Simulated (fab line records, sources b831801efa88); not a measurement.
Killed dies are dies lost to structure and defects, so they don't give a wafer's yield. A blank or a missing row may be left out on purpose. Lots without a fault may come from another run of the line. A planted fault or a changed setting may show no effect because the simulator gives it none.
Chamber matching | flow sky130 | SKY_VIA4_CMP_02 on cmp-01: 4 sister chambers
The step polishes SiO2. 14 wafers are shown with their chamber, then 7 later ones without.

WAFERS WITH THEIR CHAMBER
wafer  | chamber | motor_current_A (A) | edge_zone_pressure_frac
L619.1 | 2       | 11.0                | 1.003
L619.3 | 0       | 10.2                | 1.005
L619.6 | 1       | 11.6                | 0.995
L631.1 | 0       | 10.3                | 1.002
L631.3 | 3       | 11.9                | 1.003
L631.4 | 2       | 10.9                | 1.006
L632.1 | 0       | 10.4                | 1.003
L632.4 | 3       | 12.3                | 0.997
L632.6 | 2       | 11.5                | 1.000
L636.2 | 1       | 12.6                | 1.007
L636.4 | 0       | 10.1                | 1.004
L636.6 | 2       | 11.2                | 0.988
L637.2 | 0       | 10.1                | 1.008
L637.4 | 2       | 12.0                | 1.000

SIGNATURES (means of the wafers above)
reading                 | chamber 0 | chamber 1 | chamber 2 | chamber 3 | scatter within a chamber
motor_current_A         | 10.220    | 12.100    | 11.320    | 12.100    | 0.379
edge_zone_pressure_frac | 1.00440   | 1.00100   | 0.99940   | 1.00000   | 0.00546
Rule: a wafer's distance from a chamber is the root of the sum, over the readings, of the square of ((its reading less the chamber's mean) divided by the reading's scatter). The wafer belongs to the nearest chamber; if the next one is less than 2 further off, it can't be placed. The scatter: the root of (the sum of the squares of (reading less its chamber's mean) over the shown wafers, divided by (wafers less chambers)).

WAFERS WITHOUT THEIR CHAMBER
wafer  | motor_current_A (A) | edge_zone_pressure_frac
L637.6 | 12.4                | 1.003
L640.2 | 10.6                | 0.994
L640.4 | 12.8                | 0.999
L640.6 | 11.3                | 1.006
L641.2 | 10.5                | 1.013
L641.3 | 12.0                | 1.007
L641.5 | 10.5                | 1.012

WHICH CHAMBER EACH WENT THROUGH
wafer  | from the rows above               | in truth
L637.6 | can't be placed: 1 or 3           | 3
L640.2 | can't be placed: 2 or 0 or 3      | 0
L640.4 | can't be placed: 3 or 1           | 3
L640.6 | can't be placed: 2 or 1 or 3 or 0 | 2
L641.2 | can't be placed: 0 or 2           | 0
L641.3 | can't be placed: 1 or 3 or 2      | 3
L641.5 | can't be placed: 0 or 2           | 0
Placed correctly: 0 of 7. Can't be placed from these rows: 7 (the true chamber is among the candidates in 7). Placed wrongly: 0.
